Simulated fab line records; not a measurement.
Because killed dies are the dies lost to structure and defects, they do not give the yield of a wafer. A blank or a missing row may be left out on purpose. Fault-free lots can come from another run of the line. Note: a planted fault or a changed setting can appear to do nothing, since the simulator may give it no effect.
A lot that was struck, set against a sound lot :: flow sky130 :: 43 steps out of a route of 708
Sound: these wafers, L151.2, L151.4, L151.6. Struck: wafers L164.3, L164.5, L164.6. At the end, the cause is stated.
Per side, at each step with rows, come the tool, then ch with its chambers, and then its first start. Under that, the readings that differ: sound wafers :: struck wafers :: difference of the means :: sigmas: that difference in standard deviations of wafers without a fault.
alike: readings with means less than 2 such deviations apart, plus words and numbers identical on both sides. not compared: withheld readings, readings lacking a value on some wafer, bounds such as >300 that could conceal the same value, and numbers that have no deviation in the record and whose values overlap.
Wherever a step has rows on one side only, a row that says differs or no value, or a row with sigmas, the two part there. Numbers that don't overlap but have no deviation are shown without sigmas and don't part them. Lack of a reading on every wafer of one side parts them only where that side has two or more wafers.

first, 6 steps without rows for these wafers: SKY_LDD_N_HMDS_01 (prime time 60 s); SKY_LDD_N_COAT_02 (resist thk 300 nm); SKY_LDD_N_SOFTBAKE_03 (time 60 s); SKY_LDD_N_EXPOSE_04 (exposes mask NTM, target cd 840 nm); SKY_LDD_N_PEB_05; SKY_LDD_N_DEVELOP_06 (develop time 60 s).
SKY_LDD_N_OVL_MEAS_07:
  sound on overlay-01 at day 19 12:15; struck on overlay-02 at day 24 21:07
reading: LDD_N_OVL (nm)
sound: -2.3 -3.9 -2.9
struck: 0.8 1.1 1.2
difference: +4.1
sigmas: +3
then, 5 steps without rows for these wafers: SKY_LDD_N_IMPLANT_08; SKY_LDD_N_IMPLANT_09; SKY_LDD_N_IMPLANT_10; SKY_LDD_N_IMPLANT_11; SKY_LDD_N_IMPLANT_12.
SKY_LDD_N_IMPLANT_13:
  sound on implanter-01 ch 0, day 19 13:21; struck on implanter-02 ch 0, day 24 21:56
  alike: beam energy keV
then, 2 steps without rows for these wafers: SKY_LDD_N_IMPLANT_14; SKY_LDD_N_IMPLANT_15.
SKY_LDD_N_STRIP_16: strips in O2/N2.
  sound on plasma asher-01 ch 0,1, day 19 13:47; struck on plasma asher-03 ch 0,1, day 24 22:22
  alike: drypump motor current A, o2 flow sccm, oes product au, strip time to endpoint s
  not compared: rf hours counter h
SKY_LDD_N_TW_MEAS_17:
  sound on film metro-01 at day 19 13:53; struck on film metro-01 at day 24 22:28
  alike: LDD_N_TW
then, 7 steps without rows for these wafers: SKY_LDD_P_DEHYDRATE_00 (time 60 s); SKY_LDD_P_HMDS_01 (prime time 60 s); SKY_LDD_P_COAT_02 (resist thk 1140 nm); SKY_LDD_P_SOFTBAKE_03 (time 60 s); SKY_LDD_P_EXPOSE_04 (exposes mask PSDM, target cd 380 nm); SKY_LDD_P_PEB_05; SKY_LDD_P_DEVELOP_06 (develop time 60 s).
SKY_LDD_P_CD_MEAS_07: target cd 380 nm.
  sound on cd sem-02 at day 20 20:56; struck on cd sem-01 at day 26 03:31
  alike: cd nm
SKY_LDD_P_OVL_MEAS_08:
  sound on overlay-02 at day 20 21:02; struck on overlay-01 at day 26 03:36
  alike: LDD_P_OVL
then, 1 step without rows for these wafers: SKY_LDD_P_IMPLANT_09.
SKY_LDD_P_STRIP_10: strips in O2/N2.
  sound on plasma asher-01 ch 1, day 20 21:13; struck on plasma asher-02 ch 0,1, day 26 03:49
  alike: drypump motor current A, o2 flow sccm, oes product au, strip time to endpoint s
  not compared: rf hours counter h
SKY_LDD_P_TW_MEAS_11:
  sound on film metro-02 at day 20 21:20; struck on film metro-03 at day 26 03:53
  alike: LDD_P_TW
then, 7 steps without rows for these wafers: SKY_LDD_HVN_DEHYDRATE_00 (time 60 s); SKY_LDD_HVN_HMDS_01 (prime time 60 s); SKY_LDD_HVN_COAT_02 (resist thk 300 nm); SKY_LDD_HVN_SOFTBAKE_03 (time 60 s); SKY_LDD_HVN_EXPOSE_04 (exposes mask HVNTM, target cd 700 nm); SKY_LDD_HVN_PEB_05; SKY_LDD_HVN_DEVELOP_06 (develop time 60 s).
SKY_LDD_HVN_OVL_MEAS_07:
  sound on overlay-02 at day 22 03:22; struck on overlay-01 at day 27 08:38
  alike: LDD_HVN_OVL
then, 1 step without rows for these wafers: SKY_LDD_HVN_IMPLANT_08.
SKY_LDD_HVN_STRIP_09: strips in O2/N2.
  sound on plasma asher-01 ch 0,1, day 22 03:33; struck on plasma asher-01 ch 0,1, day 27 08:50
reading: strip time to endpoint s (s)
sound: 4.148 4.144 4.164
struck: 4.104 4.128 4.099
difference: -0.042
sigmas: -3
  alike: drypump motor current A, o2 flow sccm, oes product au
  not compared: rf hours counter h
SKY_LDD_HVN_TW_MEAS_10:
  sound on film metro-02 at day 22 03:40; struck on film metro-01 at day 27 08:55
  alike: LDD_HVN_TW
then, 2 steps without rows for these wafers: SKY_LDD_HVP_DEHYDRATE_00 (time 60 s); SKY_LDD_HVP_HMDS_01 (prime time 60 s).
-- a jump in the record: the struck wafers' starts before and after are 23 days apart (it breaks off in module LDD_HVP and resumes in module PAD_OPEN, where the first step shown is number 708 of the route) --
SKY_PAD_OPEN_PROBE_99:
  sound on prober-02 at day 47 06:07; struck on prober-02 at day 50 12:10
  alike: killed_at_M0_to_M3, killed_at_M4_up, killed at contacts, killed at front end, killed at other, killed dies, killed on rim, killed open, killed short
  not compared: model.etest.nfet_01v8.drive ua um range, model.etest.nfet_01v8.vt v range

== WHERE THEY PART ==
First at SKY_LDD_N_OVL_MEAS_07; last, within this record, at SKY_LDD_HVN_STRIP_09. Later steps at which nothing parts them and some readings are alike: SKY_LDD_HVN_TW_MEAS_10, SKY_PAD_OPEN_PROBE_99.

WHY: what the simulator had put in
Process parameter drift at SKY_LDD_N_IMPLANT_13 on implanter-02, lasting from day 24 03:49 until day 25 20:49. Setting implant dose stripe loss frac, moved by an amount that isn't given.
